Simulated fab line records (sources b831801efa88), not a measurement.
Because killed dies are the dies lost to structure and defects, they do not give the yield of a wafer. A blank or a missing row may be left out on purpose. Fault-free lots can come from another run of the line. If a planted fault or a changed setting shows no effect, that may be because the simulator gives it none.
Chamber matching / flow sky130 / rie_si-01 running SKY_FIELD_ISO_ETCH_17: 4 sister chambers
The step etches Si in HBr/Cl2/O2, target depth 342 nm, time 97.7 s. 8 wafers are shown with their chamber, then 9 later ones without.

== EACH WAFER AND ITS CHAMBER ==
wafer=L429.5; chamber=3; oes_product_au (a.u.)=1.002; throttle_valve_pct (%)=25.657
wafer=L436.2; chamber=0; oes_product_au (a.u.)=1.010; throttle_valve_pct (%)=25.658
wafer=L436.5; chamber=0; oes_product_au (a.u.)=1.017; throttle_valve_pct (%)=25.638
wafer=L441.1; chamber=3; oes_product_au (a.u.)=1.000; throttle_valve_pct (%)=25.654
wafer=L441.3; chamber=2; oes_product_au (a.u.)=0.988; throttle_valve_pct (%)=25.656
wafer=L442.1; chamber=2; oes_product_au (a.u.)=0.991; throttle_valve_pct (%)=25.648
wafer=L442.3; chamber=1; oes_product_au (a.u.)=1.003; throttle_valve_pct (%)=25.652
wafer=L442.6; chamber=1; oes_product_au (a.u.)=1.008; throttle_valve_pct (%)=25.645

== WAFERS WITH NO CHAMBER GIVEN ==
wafer=L445.1; oes_product_au (a.u.)=1.009; throttle_valve_pct (%)=25.657
wafer=L445.4; oes_product_au (a.u.)=1.007; throttle_valve_pct (%)=25.643
wafer=L445.5; oes_product_au (a.u.)=1.015; throttle_valve_pct (%)=25.646
wafer=L446.3; oes_product_au (a.u.)=0.999; throttle_valve_pct (%)=25.654
wafer=L446.4; oes_product_au (a.u.)=1.003; throttle_valve_pct (%)=25.637
wafer=L446.5; oes_product_au (a.u.)=0.998; throttle_valve_pct (%)=25.664
wafer=L450.1; oes_product_au (a.u.)=1.001; throttle_valve_pct (%)=25.658
wafer=L450.5; oes_product_au (a.u.)=1.001; throttle_valve_pct (%)=25.645
wafer=L450.6; oes_product_au (a.u.)=1.000; throttle_valve_pct (%)=25.649

== WHICH CHAMBER EACH WENT THROUGH ==
wafer=L445.1; from the rows above=can't be placed: 1 or 0 or 3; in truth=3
wafer=L445.4; from the rows above=can't be placed: 1 or 0 or 3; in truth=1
wafer=L445.5; from the rows above=0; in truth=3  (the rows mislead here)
wafer=L446.3; from the rows above=can't be placed: 3 or 1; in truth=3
wafer=L446.4; from the rows above=can't be placed: 1 or 3 or 0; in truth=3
wafer=L446.5; from the rows above=can't be placed: 3 or 2 or 1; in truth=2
wafer=L450.1; from the rows above=can't be placed: 3 or 1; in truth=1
wafer=L450.5; from the rows above=can't be placed: 3 or 1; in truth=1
wafer=L450.6; from the rows above=can't be placed: 3 or 1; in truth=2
Correctly placed: 0 of 9. From these rows, 8 cannot be placed; in 7 the true chamber is one of the candidates. Number placed wrongly: 1.
How it was worked out, from the rows above alone: a wafer's distance from a chamber is the root of the sum, over the readings, of the square of ((its reading less the chamber's mean) divided by the reading's scatter). If the next closest chamber is less than 2 further off than the closest, the wafer can't be placed; otherwise it belongs to the closest. A chamber's mean is the mean of its shown wafers. The scatter is the square root of a quotient: the sum, over the shown wafers, of each reading's squared deviation from its chamber's mean, divided by wafers minus chambers.
